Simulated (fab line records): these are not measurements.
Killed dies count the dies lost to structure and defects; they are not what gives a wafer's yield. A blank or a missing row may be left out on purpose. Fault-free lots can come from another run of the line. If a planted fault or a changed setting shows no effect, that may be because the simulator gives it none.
Chamber matching / flow gf180mcu / cmp-02 running GF_V5_CMP_26: 4 sister chambers
The step polishes, stops on SiO2, t overpolish 15 s, target thk 0 nm. 14 wafers are shown with their chamber, then 6 later ones without.

WAFERS, EACH WITH ITS CHAMBER
wafer=L653.1; chamber=2; motorCurrentA (A)=12.7; timeToEndpointS (s)=84.0; edgeZonePressureFrac=1.005
wafer=L653.2; chamber=3; motorCurrentA (A)=9.9; timeToEndpointS (s)=81.8; edgeZonePressureFrac=0.995
wafer=L653.6; chamber=2; motorCurrentA (A)=13.0; timeToEndpointS (s)=80.4; edgeZonePressureFrac=0.996
wafer=L654.3; chamber=2; motorCurrentA (A)=13.1; timeToEndpointS (s)=84.2; edgeZonePressureFrac=0.997
wafer=L654.4; chamber=3; motorCurrentA (A)=9.9; timeToEndpointS (s)=81.9; edgeZonePressureFrac=1.004
wafer=L654.5; chamber=3; motorCurrentA (A)=10.4; timeToEndpointS (s)=81.5; edgeZonePressureFrac=1.020
wafer=L659.1; chamber=3; motorCurrentA (A)=9.7; timeToEndpointS (s)=85.4; edgeZonePressureFrac=1.008
wafer=L659.3; chamber=0; motorCurrentA (A)=10.8; timeToEndpointS (s)=81.8; edgeZonePressureFrac=1.009
wafer=L659.6; chamber=3; motorCurrentA (A)=9.6; timeToEndpointS (s)=81.8; edgeZonePressureFrac=0.998
wafer=L660.1; chamber=3; motorCurrentA (A)=9.3; timeToEndpointS (s)=80.3; edgeZonePressureFrac=0.995
wafer=L660.2; chamber=0; motorCurrentA (A)=11.6; timeToEndpointS (s)=83.7; edgeZonePressureFrac=1.000
wafer=L660.6; chamber=1; motorCurrentA (A)=10.7; timeToEndpointS (s)=80.2; edgeZonePressureFrac=0.993
wafer=L664.3; chamber=2; motorCurrentA (A)=12.9; timeToEndpointS (s)=82.0; edgeZonePressureFrac=0.993
wafer=L664.4; chamber=1; motorCurrentA (A)=10.8; timeToEndpointS (s)=80.7; edgeZonePressureFrac=0.998

SIGNATURES (averages over the wafers above)
reading=motorCurrentA; chamber 0=11.200; chamber 1=10.750; chamber 2=12.925; chamber 3=9.800; scatter within a chamber=0.331
reading=timeToEndpointS; chamber 0=82.750; chamber 1=80.450; chamber 2=82.650; chamber 3=82.117; scatter within a chamber=1.62
reading=edgeZonePressureFrac; chamber 0=1.00450; chamber 1=0.99550; chamber 2=0.99775; chamber 3=1.00333; scatter within a chamber=0.00774
Rule: a wafer lies at a distance from a chamber equal to the root of the sum of squares, over the readings, of (its reading less the chamber's mean, divided by the reading's scatter). The wafer belongs to the nearest chamber; if the next one is less than 2 further off, it can't be placed. The scatter: take each reading less its chamber's mean, square it, sum over the shown wafers, divide by the number of wafers less the number of chambers, and take the root.

WAFERS WHOSE CHAMBER IS MISSING
wafer=L664.6; motorCurrentA (A)=10.9; timeToEndpointS (s)=83.9; edgeZonePressureFrac=0.996
wafer=L666.1; motorCurrentA (A)=10.1; timeToEndpointS (s)=83.4; edgeZonePressureFrac=1.005
wafer=L666.2; motorCurrentA (A)=13.3; timeToEndpointS (s)=83.7; edgeZonePressureFrac=0.994
wafer=L666.4; motorCurrentA (A)=10.9; timeToEndpointS (s)=84.5; edgeZonePressureFrac=0.994
wafer=L670.1; motorCurrentA (A)=11.2; timeToEndpointS (s)=84.5; edgeZonePressureFrac=1.006
wafer=L670.4; motorCurrentA (A)=10.3; timeToEndpointS (s)=85.4; edgeZonePressureFrac=1.007

CHAMBER TAKEN BY EACH
wafer=L664.6; from the rows above=can't be placed: 0 or 1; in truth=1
wafer=L666.1; from the rows above=can't be placed: 3 or 1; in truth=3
wafer=L666.2; from the rows above=2; in truth=2
wafer=L666.4; from the rows above=can't be placed: 0 or 1 or 3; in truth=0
wafer=L670.1; from the rows above=0; in truth=0
wafer=L670.4; from the rows above=can't be placed: 3 or 0 or 1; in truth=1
Placed correctly: 2 of 6. These rows do not allow placing 4 (true chamber among the candidates in 4). Placed wrongly: 0.
